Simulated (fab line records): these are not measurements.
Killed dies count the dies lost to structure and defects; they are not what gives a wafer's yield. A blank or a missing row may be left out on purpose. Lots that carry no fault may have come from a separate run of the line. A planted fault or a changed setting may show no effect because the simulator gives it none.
Tool commonality check	flow gf180mcu	42 wafers sampled across 14 lots

## REASON FOR OPENING
Of 14 lots, 2 have the reading POLY_GATE_CVD_00_THK flagged at GF_POLY_GATE_THK_MEAS_01. No-fault wafers: 199.3 nm, standard deviation 1.9.
Rule: a lot is flagged when every wafer of it that has a number lies more than 4 standard deviations from that mean, or none has a number. As for the other lots, they are considered sound.

lot	measured	on	POLY_GATE_CVD_00_THK (nm), wafer by wafer	flag
L313	day 8 09:35	film-metro-02	200.1 199.1 201.3	
L314	day 8 18:01	film-metro-03	199.0 198.2 197.9	
L315	day 8 23:04	film-metro-03	202.3 204.9 203.8	
L316	day 9 03:34	film-metro-03	197.5 198.4 197.9	
L317	day 9 17:24	film-metro-03	200.4 201.2 200.6	
L319	day 10 03:24	film-metro-03	198.4 198.5 198.5	
L321	day 10 21:52	film-metro-03	199.4 200.5 202.8	
L323	day 11 12:32	film-metro-03	257.1 256.5 257.2	FLAGGED
L325	day 12 00:38	film-metro-03	250.7 250.3 252.6	FLAGGED
L331	day 13 14:00	film-metro-03	200.6 200.2 199.5	
L333	day 14 09:07	film-metro-03	198.4 198.0 199.5	
L334	day 14 14:20	film-metro-03	199.3 198.8 196.9	
L335	day 14 19:31	film-metro-04	196.7 197.5 197.0	
L336	day 15 02:23	film-metro-03	199.1 200.6 201.5	
On average the flagged lots' numbers are 254.1 nm, which is +54.8 nm against the usual, or +29 standard deviations.

## TOOL THAT RAN EACH LOT
The record keeps 1 process step preceding the reading, out of 602 steps on the route. Read each cell as the tool, then ch plus the chambers that the sampled wafers visited, then the start.
lot	flag	GF_POLY_GATE_CVD_00
L313		lpcvd-01 ch 0, day 8 08:16
L314		lpcvd-01 ch 0, day 8 16:40
L315		lpcvd-01 ch 1, day 8 21:43
L316		lpcvd-02 ch 1, day 9 02:14
L317		lpcvd-02 ch 1, day 9 16:04
L319		lpcvd-02 ch 0, day 10 02:04
L321		lpcvd-01 ch 0, day 10 20:30
L323	FLAGGED	lpcvd-02 ch 1, day 11 11:11
L325	FLAGGED	lpcvd-02 ch 1, day 11 23:19
L331		lpcvd-01 ch 0, day 13 12:38
L333		lpcvd-01 ch 1, day 14 07:47
L334		lpcvd-02 ch 0, day 14 13:00
L335		lpcvd-02 ch 1, day 14 18:10
L336		lpcvd-01 ch 0, day 15 01:04
These steps, and what they do:
- GF_POLY_GATE_CVD_00: deposits poly-Si, target thk 200 nm, time 1200 s.
- GF_POLY_GATE_THK_MEAS_01

## FLAGGED AGAINST TOTAL, ONE TOOL AT A TIME (gauges that did the reading follow at the end)
step	tool	lots run	flagged	share of the flagged lots	sound lots run after its first flagged lot
GF_POLY_GATE_CVD_00	lpcvd-01	7	0	none	-
GF_POLY_GATE_CVD_00	lpcvd-02	7	2	all	2 (L334,L335)
GF_POLY_GATE_THK_MEAS_01	film-metro-02	1	0	none	-
GF_POLY_GATE_THK_MEAS_01	film-metro-03	12	2	all	4 (L331,L333,L334,L336)
GF_POLY_GATE_THK_MEAS_01	film-metro-04	1	0	none	-

## WHAT THE TABLE PERMITS
Rows of the table that ran all the flagged lots, 2 in number: lpcvd-02 at GF_POLY_GATE_CVD_00; film-metro-03 at GF_POLY_GATE_THK_MEAS_01.
- lpcvd-02 at GF_POLY_GATE_CVD_00 ran 7 lots, 2 of them flagged. Sound lots followed the first flagged one (L334, L335) on it, something a lasting fault affecting the whole tool could not allow. Its own readings (spike-tc-bottom-C, spike-tc-centre-C, spike-tc-lower-C, spike-tc-upper-C, susceptor-temp-C) fall more than 4 standard deviations out on all wafers of the flagged lots.
- film-metro-03 at GF_POLY_GATE_THK_MEAS_01 ran 12 lots, 2 of them flagged. Sound lots followed the first flagged one (L331, L333, L334, L336) on it, something a lasting fault affecting the whole tool could not allow.
There is no row in the table that ran each flagged lot and no sound lot after the first.

## WHAT THE SIMULATOR HAD PUT IN
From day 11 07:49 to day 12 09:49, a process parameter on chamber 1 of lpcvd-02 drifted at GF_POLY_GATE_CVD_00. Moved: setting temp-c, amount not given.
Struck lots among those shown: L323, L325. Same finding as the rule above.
